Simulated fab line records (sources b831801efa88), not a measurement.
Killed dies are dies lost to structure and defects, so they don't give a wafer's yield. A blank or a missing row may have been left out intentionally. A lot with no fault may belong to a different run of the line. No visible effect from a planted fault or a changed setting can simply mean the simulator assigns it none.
What tool caused it? || flow gf180mcu || 12 lots with 35 wafers sampled at 4 steps, on a route of 602 steps

WHAT EACH GAUGE READ, for each wafer
GF_V2_OVL_MEAS_15. Usual: for V2_OVL the level is -5 nm and the standard deviation is 5.1.
{"lot": "L151", "measured": "day 20 12:37", "on": "overlay-02", "V2_OVL (nm)": "-2 -4 -12", "flag": ""}
{"lot": "L152", "measured": "day 21 02:15", "on": "overlay-02", "V2_OVL (nm)": "-13 -11 -9", "flag": ""}
{"lot": "L158", "measured": "day 23 07:21", "on": "overlay-02", "V2_OVL (nm)": "-3 -6 -2", "flag": ""}
{"lot": "L161", "measured": "day 24 02:18", "on": "overlay-02", "V2_OVL (nm)": "-15 -7 -6", "flag": ""}
{"lot": "L163", "measured": "day 24 20:54", "on": "overlay-01", "V2_OVL (nm)": "0 -5 -4", "flag": ""}
{"lot": "L164", "measured": "day 24 23:25", "on": "overlay-02", "V2_OVL (nm)": "-3 -3 -5", "flag": ""}
{"lot": "L166", "measured": "day 25 16:12", "on": "overlay-01", "V2_OVL (nm)": "-6 -5 -5", "flag": ""}
{"lot": "L167", "measured": "day 26 03:16", "on": "overlay-02", "V2_OVL (nm)": "-3 0 4", "flag": ""}
{"lot": "L168", "measured": "day 26 09:48", "on": "overlay-01", "V2_OVL (nm)": "0 -8 -5", "flag": ""}
{"lot": "L172", "measured": "day 27 05:31", "on": "overlay-01", "V2_OVL (nm)": "-8 -7 2", "flag": ""}
{"lot": "L173", "measured": "day 27 08:48", "on": "overlay-02", "V2_OVL (nm)": "4 0", "flag": ""}
{"lot": "L174", "measured": "day 27 10:25", "on": "overlay-01", "V2_OVL (nm)": "-1 -6 3", "flag": ""}

GF_V3_THK_MEAS_03. Usual: for V3_CVD_02_THK the level is 850 nm and the standard deviation is 11.
{"lot": "L151", "measured": "day 21 15:04", "on": "film metro-01", "V3_CVD_02_THK (nm)": "835 856 851", "flag": ""}
{"lot": "L152", "measured": "day 22 04:20", "on": "film metro-01", "V3_CVD_02_THK (nm)": "854 835 852", "flag": ""}
{"lot": "L158", "measured": "day 24 08:35", "on": "film metro-03", "V3_CVD_02_THK (nm)": "1473 1485 1501", "flag": "OFF"}
{"lot": "L161", "measured": "day 25 03:22", "on": "film metro-01", "V3_CVD_02_THK (nm)": "1478 1474 1505", "flag": "OFF"}
{"lot": "L163", "measured": "day 25 20:34", "on": "film metro-01", "V3_CVD_02_THK (nm)": "843 850 855", "flag": ""}
{"lot": "L164", "measured": "day 25 22:47", "on": "film metro-04", "V3_CVD_02_THK (nm)": "851 854 846", "flag": ""}
{"lot": "L166", "measured": "day 26 15:35", "on": "film metro-01", "V3_CVD_02_THK (nm)": "852 851 871", "flag": ""}
{"lot": "L167", "measured": "day 27 02:21", "on": "film metro-04", "V3_CVD_02_THK (nm)": "852 852 840", "flag": ""}
{"lot": "L168", "measured": "day 27 08:48", "on": "film metro-01", "V3_CVD_02_THK (nm)": "844 844 852", "flag": ""}
{"lot": "L172", "measured": "day 28 04:01", "on": "film metro-04", "V3_CVD_02_THK (nm)": "828 848 855", "flag": ""}
{"lot": "L173", "measured": "day 28 07:18", "on": "film metro-04", "V3_CVD_02_THK (nm)": "848 861", "flag": ""}
{"lot": "L174", "measured": "day 28 09:13", "on": "film metro-01", "V3_CVD_02_THK (nm)": "832 840 864", "flag": ""}

WHICH TOOL RAN EACH LOT (tool, then ch and the chambers of the sampled wafers, then the start)
{"lot": "L151", "GF_M2_SPUTTER_02": "pvd sputter-02, day 18 11:14", "GF_V3_CVD_02": "pecvd-02 ch 0,1, day 21 14:58"}
{"lot": "L152", "GF_M2_SPUTTER_02": "pvd sputter-04, day 19 01:00", "GF_V3_CVD_02": "pecvd-04 ch 0,1,2, day 22 04:16"}
{"lot": "L158", "GF_M2_SPUTTER_02": "pvd sputter-04, day 21 07:46", "GF_V3_CVD_02": "pecvd-04 ch 1,2, day 24 08:31"}
{"lot": "L161", "GF_M2_SPUTTER_02": "pvd sputter-03, day 22 02:17", "GF_V3_CVD_02": "pecvd-04 ch 1,2, day 25 03:18"}
{"lot": "L163", "GF_M2_SPUTTER_02": "pvd sputter-04, day 22 22:48", "GF_V3_CVD_02": "pecvd-02 ch 1,2, day 25 20:30"}
{"lot": "L164", "GF_M2_SPUTTER_02": "pvd sputter-02, day 23 01:44", "GF_V3_CVD_02": "pecvd-01 ch 0,1,2, day 25 22:43"}
{"lot": "L166", "GF_M2_SPUTTER_02": "pvd sputter-02, day 23 20:08", "GF_V3_CVD_02": "pecvd-01 ch 0,1,2, day 26 15:30"}
{"lot": "L167", "GF_M2_SPUTTER_02": "pvd sputter-02, day 24 06:50", "GF_V3_CVD_02": "pecvd-02 ch 0,1,2, day 27 02:17"}
{"lot": "L168", "GF_M2_SPUTTER_02": "pvd sputter-02, day 24 12:28", "GF_V3_CVD_02": "pecvd-02 ch 0,2, day 27 08:44"}
{"lot": "L172", "GF_M2_SPUTTER_02": "pvd sputter-02, day 25 10:14", "GF_V3_CVD_02": "pecvd-02 ch 0,1, day 28 03:56"}
{"lot": "L173", "GF_M2_SPUTTER_02": "pvd sputter-02, day 25 14:36", "GF_V3_CVD_02": "pecvd-04 ch 1,2, day 28 07:14"}
{"lot": "L174", "GF_M2_SPUTTER_02": "pvd sputter-03, day 25 16:11", "GF_V3_CVD_02": "pecvd-04 ch 0,1,2, day 28 09:09"}
- GF_M2_SPUTTER_02: material AlCu, target thk 450 nm, time 23.9 s.
- GF_V3_CVD_02: deposits SiO2 from TEOS, target thk 850 nm, time 94.851 s.

WHAT THE TOOLS THEMSELVES READ (means of the sampled wafers that have a number; where no wafer has one, the mark that the record gives instead)
GF_M2_SPUTTER_02. Usual: throttle valve pct 30.1 %, standard deviation 1.2.
{"lot": "L151", "tool": "pvd sputter-02", "throttle valve pct (%)": 31.2, "flag": ""}
{"lot": "L152", "tool": "pvd sputter-04", "throttle valve pct (%)": 29.4, "flag": ""}
{"lot": "L158", "tool": "pvd sputter-04", "throttle valve pct (%)": 28.5, "flag": ""}
{"lot": "L161", "tool": "pvd sputter-03", "throttle valve pct (%)": 29.5, "flag": ""}
{"lot": "L163", "tool": "pvd sputter-04", "throttle valve pct (%)": 28.6, "flag": ""}
{"lot": "L164", "tool": "pvd sputter-02", "throttle valve pct (%)": 31.3, "flag": ""}
{"lot": "L166", "tool": "pvd sputter-02", "throttle valve pct (%)": 30.9, "flag": ""}
{"lot": "L167", "tool": "pvd sputter-02", "throttle valve pct (%)": 31.7, "flag": ""}
{"lot": "L168", "tool": "pvd sputter-02", "throttle valve pct (%)": 31.6, "flag": ""}
{"lot": "L172", "tool": "pvd sputter-02", "throttle valve pct (%)": 31.8, "flag": ""}
{"lot": "L173", "tool": "pvd sputter-02", "throttle valve pct (%)": 31.4, "flag": ""}
{"lot": "L174", "tool": "pvd sputter-03", "throttle valve pct (%)": 29.5, "flag": ""}

GF_V3_CVD_02. Usual: heater power outer w 402 W, standard deviation 65; heater power w 694 W, standard deviation 90; susceptor temp C 400.00 C, standard deviation 0.22.
{"lot": "L151", "tool": "pecvd-02", "heater power outer w (W)": 359, "heater power w (W)": 605, "susceptor temp C (C)": 399.87, "flag": ""}
{"lot": "L152", "tool": "pecvd-04", "heater power outer w (W)": 415, "heater power w (W)": 696, "susceptor temp C (C)": 400.01, "flag": ""}
{"lot": "L158", "tool": "pecvd-04", "heater power outer w (W)": 410, "heater power w (W)": 703, "susceptor temp C (C)": 400.00, "flag": ""}
{"lot": "L161", "tool": "pecvd-04", "heater power outer w (W)": 456, "heater power w (W)": 771, "susceptor temp C (C)": 399.99, "flag": ""}
{"lot": "L163", "tool": "pecvd-02", "heater power outer w (W)": 448, "heater power w (W)": 778, "susceptor temp C (C)": 400.02, "flag": ""}
{"lot": "L164", "tool": "pecvd-01", "heater power outer w (W)": 412, "heater power w (W)": 718, "susceptor temp C (C)": 400.25, "flag": ""}
{"lot": "L166", "tool": "pecvd-01", "heater power outer w (W)": 389, "heater power w (W)": 686, "susceptor temp C (C)": 399.91, "flag": ""}
{"lot": "L167", "tool": "pecvd-02", "heater power outer w (W)": 379, "heater power w (W)": 674, "susceptor temp C (C)": 400.03, "flag": ""}
{"lot": "L168", "tool": "pecvd-02", "heater power outer w (W)": 349, "heater power w (W)": 599, "susceptor temp C (C)": 399.88, "flag": ""}
{"lot": "L172", "tool": "pecvd-02", "heater power outer w (W)": 342, "heater power w (W)": 582, "susceptor temp C (C)": 400.02, "flag": ""}
{"lot": "L173", "tool": "pecvd-04", "heater power outer w (W)": 403, "heater power w (W)": 717, "susceptor temp C (C)": 399.78, "flag": ""}
{"lot": "L174", "tool": "pecvd-04", "heater power outer w (W)": 383, "heater power w (W)": 666, "susceptor temp C (C)": 400.42, "flag": ""}

THE ANSWER, worked out from the rows above alone
Rule: a lot counts as off when the mean over its wafers that have a number is more than 3 standard deviations away from the usual mean. A lot without any number at a reading at which 4 lots or more have one is off too. Any other lot the step has rows for is counted as sound. Order of review: gauges by route order, followed by the tools' own readings, for which a lot's mean as printed above is used. At the first step where some lot is off, the reading lying furthest off is the one used; lots without a number count as furthest.
Off: L158, L161, at GF_V3_THK_MEAS_03 (V3_CVD_02_THK).
A tool fits if, at a process step before that reading, it ran every lot that is off, and no sound lot after the first of them. Gauges at GF_V3_THK_MEAS_03: tried the same way as those tools. Of those tried, none fits.

WHAT WAS PUT IN BY THE SIMULATOR
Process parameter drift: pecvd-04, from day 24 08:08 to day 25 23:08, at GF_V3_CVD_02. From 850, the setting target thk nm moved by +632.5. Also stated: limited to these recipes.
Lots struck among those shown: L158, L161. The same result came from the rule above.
